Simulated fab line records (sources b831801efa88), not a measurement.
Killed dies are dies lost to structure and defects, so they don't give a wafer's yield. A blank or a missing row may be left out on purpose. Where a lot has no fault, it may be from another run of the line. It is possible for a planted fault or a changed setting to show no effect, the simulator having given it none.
Comparing a struck lot with a sound one -- flow sky130 -- 17 out of 708 route steps
Sound: the wafers L354.1, L354.2, L354.4. Wafers struck: L362.1, L362.3, L362.6. The cause is named last.
Each step with rows lists, per side, the tool, then ch with its chambers, then its first start. Under that, the readings that differ: sound wafers -- struck wafers -- difference of the means -- sigmas: that difference in standard deviations of wafers without a fault.
alike: readings whose means differ by less than 2 such deviations, and words and numbers that are the same on both sides. not compared: withheld readings, readings that some wafer has no value for, bounds like >300 that may hide the same value, and numbers for which the record gives no deviation and whose values overlap.
Wherever a step has rows on one side only, a row that says differs or no value, or a row with sigmas, the two part there. Numbers that have no deviation but don't overlap get no sigmas and don't part them. A reading that every wafer of one side lacks parts them only if that side has two wafers or more.

SKY_LOCAL_INTERCONNECT_RS_MEAS_01: uses a four-point probe to measure.
  struck on film_metro-01, day 35 13:20; sound on film_metro-04, day 33 10:52
  alike: LOCAL_INTERCONNECT_TIN_RS
SKY_LOCAL_INTERCONNECT_THK_MEAS_02: measures by xrf.
  struck on film_metro-01, day 35 13:28; sound on film_metro-04, day 33 10:59
  alike: LOCAL_INTERCONNECT_TIN_THK
then, 8 steps without rows for these wafers: SKY_LOCAL_INTERCONNECT_DEHYDRATE_03 (time 60 s); SKY_LOCAL_INTERCONNECT_HMDS_04 (prime time 60 s); SKY_LOCAL_INTERCONNECT_COAT_05 (resist thk 60 nm); SKY_LOCAL_INTERCONNECT_COAT_06 (resist thk 450 nm); SKY_LOCAL_INTERCONNECT_SOFTBAKE_07 (time 90 s); SKY_LOCAL_INTERCONNECT_EXPOSE_08 (exposes mask LI1M, target cd 170 nm); SKY_LOCAL_INTERCONNECT_PEB_09; SKY_LOCAL_INTERCONNECT_DEVELOP_10 (develop time 60 s).
SKY_LOCAL_INTERCONNECT_CD_MEAS_11: the cd target is 170 nm.
  struck on cd_sem-02, day 36 15:26; sound on cd_sem-02, day 34 12:32
  alike: cd_nm
SKY_LOCAL_INTERCONNECT_OVL_MEAS_12:
  struck on overlay-01, day 36 15:33; sound on overlay-01, day 34 12:39
  alike: LOCAL_INTERCONNECT_OVL
SKY_LOCAL_INTERCONNECT_ETCH_13: etches BARC in N2/H2, stops on SiO2, time 45.9 s, target depth 60 nm.
  sound on rie_metal-03 ch 0,1, day 34 12:41; struck on rie_metal-03 ch 0,1, day 36 15:35
reading,sound,struck,difference,sigmas
oes_product_au (a.u.),0.858 0.858 0.868,0.699 0.703 0.697,-0.162,-33
run_length_s (s),73.3 74.5 73.8,95.2 95.1 95.3,+21.3,+28
model.KrF-thick_of_LOCAL_INTERCONNECT_COAT_06.thk_nm (nm),394 391.6 391.6,375.7 376.5 374.5,-16.8,
model.SiO2_of_SONOS_ONO_CVD_04.thk_nm (nm),4.185 4.201 4.193,3.286 3.189 3.298,-0.935,
  alike: drypump_motor_current_A, n2_flow_sccm, throttle_valve_pct
  not compared: rf_hours_counter_h, model.LOCAL_INTERCONNECT.cd_nm
SKY_LOCAL_INTERCONNECT_METAL_ETCH_14: etches TiN in Cl2/BCl3, stops on PSG, target depth 110 nm, time 31.4 s.
  sound on rie_metal-03 ch 0,1, day 34 12:45; struck on rie_metal-03 ch 0,1, day 36 15:39
reading,sound,struck,difference,sigmas
model.KrF-thick_of_LOCAL_INTERCONNECT_COAT_06.thk_nm (nm),351.1 346.6 346.7,332.5 333.1 330.2,-16.2,
  alike: drypump_motor_current_A, oes_product_au, run_length_s, throttle_valve_pct
  not compared: rf_hours_counter_h, model.LOCAL_INTERCONNECT.cd_nm
SKY_LOCAL_INTERCONNECT_STRIP_15: strips in O2/N2.
  sound on plasma_asher-01 ch 0,1, day 34 12:48; struck on plasma_asher-02 ch 0,1, day 36 15:42
reading,sound,struck,difference,sigmas
strip_time_to_endpoint_s (s),4.758 4.699 4.715,4.552 4.551 4.525,-0.181,-8
  alike: drypump_motor_current_A, n2_flow_sccm, oes_product_au
  not compared: rf_hours_counter_h
then, 1 step without rows for these wafers: SKY_LOCAL_INTERCONNECT_STRIP_16 (strips in post etch residue remover, time 1200 s).
-- record jumps: 14 days separate the struck wafers' starts on either side; left off in module LOCAL_INTERCONNECT, taken up again in module PAD_OPEN, whose first shown step is the route's number 708 --
SKY_PAD_OPEN_PROBE_99:
  struck on prober-02, day 50 10:11; sound on prober-01, day 48 21:29
reading,sound,struck,difference,sigmas
killed_short,39 56 42,31 34 26,-15,-2
  alike: killed_at_M0_to_M3, killed_at_M4_up, killed_at_contacts, killed_at_front_end, killed_at_other, killed_dies, killed_open
  not compared: model.etest.res_li.line_ohm_um

WHERE THEY PART
Last at SKY_PAD_OPEN_PROBE_99 as far as this record goes, first at SKY_LOCAL_INTERCONNECT_ETCH_13.

WHY: the cause the simulator had injected
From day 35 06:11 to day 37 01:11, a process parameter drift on rie_metal-03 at SKY_LOCAL_INTERCONNECT_ETCH_13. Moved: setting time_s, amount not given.
